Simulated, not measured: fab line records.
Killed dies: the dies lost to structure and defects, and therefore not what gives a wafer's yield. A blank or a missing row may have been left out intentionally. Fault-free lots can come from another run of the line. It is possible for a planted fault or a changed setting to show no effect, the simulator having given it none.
Chamber matching | flow sky130 | SKY_POLY_GATE_ETCH_17 on rie si-01: 4 sister chambers
The step etches poly-Si in HBr/Cl2, stops on SiO2, target depth 180 nm, time 70.5 s. 16 wafers are shown with their chamber, then 8 later ones without.

## WAFERS WITH THEIR CHAMBER
wafer  | chamber | drypump motor current A (A) | he backside leak sccm (sccm) | run length s (s)
L791.1 | 3       | 5.7                         | 2.27                         | 99.4
L791.4 | 2       | 6.0                         | 2.79                         | 98.5
L791.5 | 2       | 6.0                         | 2.90                         | 98.5
L792.1 | 3       | 5.7                         | 2.43                         | 98.9
L792.3 | 0       | 6.3                         | 2.37                         | 99.2
L792.5 | 3       | 5.7                         | 2.43                         | 99.3
L793.1 | 0       | 6.2                         | 2.39                         | 99.2
L793.2 | 2       | 6.0                         | 2.70                         | 98.5
L793.5 | 3       | 5.7                         | 2.70                         | 99.1
L796.2 | 3       | 5.7                         | 2.37                         | 98.9
L796.3 | 0       | 6.2                         | 2.29                         | 99.8
L796.4 | 1       | 5.4                         | 3.01                         | 98.6
L798.2 | 3       | 5.7                         | 2.67                         | 99.2
L798.3 | 2       | 6.0                         | 2.72                         | 98.6
L798.4 | 0       | 6.2                         | 2.32                         | 99.2
L800.2 | 1       | 5.5                         | 3.00                         | 99.1

SIGNATURES, as means of the wafers listed above
reading                 | chamber 0 | chamber 1 | chamber 2 | chamber 3 | scatter within a chamber
drypump motor current A | 6.225     | 5.450     | 6.000     | 5.700     | 0.0323
he backside leak sccm   | 2.3425    | 3.0050    | 2.7775    | 2.4783    | 0.121
run length s            | 99.350    | 98.850    | 98.525    | 99.133    | 0.227
Rule: a wafer's distance from a chamber is the root of the sum, over the readings, of the square of ((its reading less the chamber's mean) divided by the reading's scatter). The wafer belongs to the nearest chamber; if the next one is less than 2 further off, it can't be placed. How the scatter is found: for the shown wafers, subtract from each reading the mean of its chamber, square and add these, divide the total by (wafers less chambers), then take the root.

## WAFERS WHOSE CHAMBER IS MISSING
wafer  | drypump motor current A (A) | he backside leak sccm (sccm) | run length s (s)
L800.3 | 6.0                         | 2.75                         | 98.5
L800.5 | 5.7                         | 2.54                         | 98.9
L803.1 | 5.5                         | 2.94                         | 99.2
L803.3 | 6.0                         | 2.72                         | 98.7
L803.5 | 6.2                         | 2.35                         | 99.4
L813.1 | 5.7                         | 2.32                         | 99.5
L813.3 | 5.5                         | 2.96                         | 98.6
L813.6 | 5.5                         | 3.05                         | 98.7

## WHICH CHAMBER EACH ONE RAN IN
wafer  | from the rows above | in truth
L800.3 | 2                   | 2
L800.5 | 3                   | 3
L803.1 | 1                   | 1
L803.3 | 2                   | 2
L803.5 | 0                   | 0
L813.1 | 3                   | 3
L813.3 | 1                   | 1
L813.6 | 1                   | 1
Correctly placed: 8 of 8. Can't be placed from these rows: 0. Wrongly placed: 0.
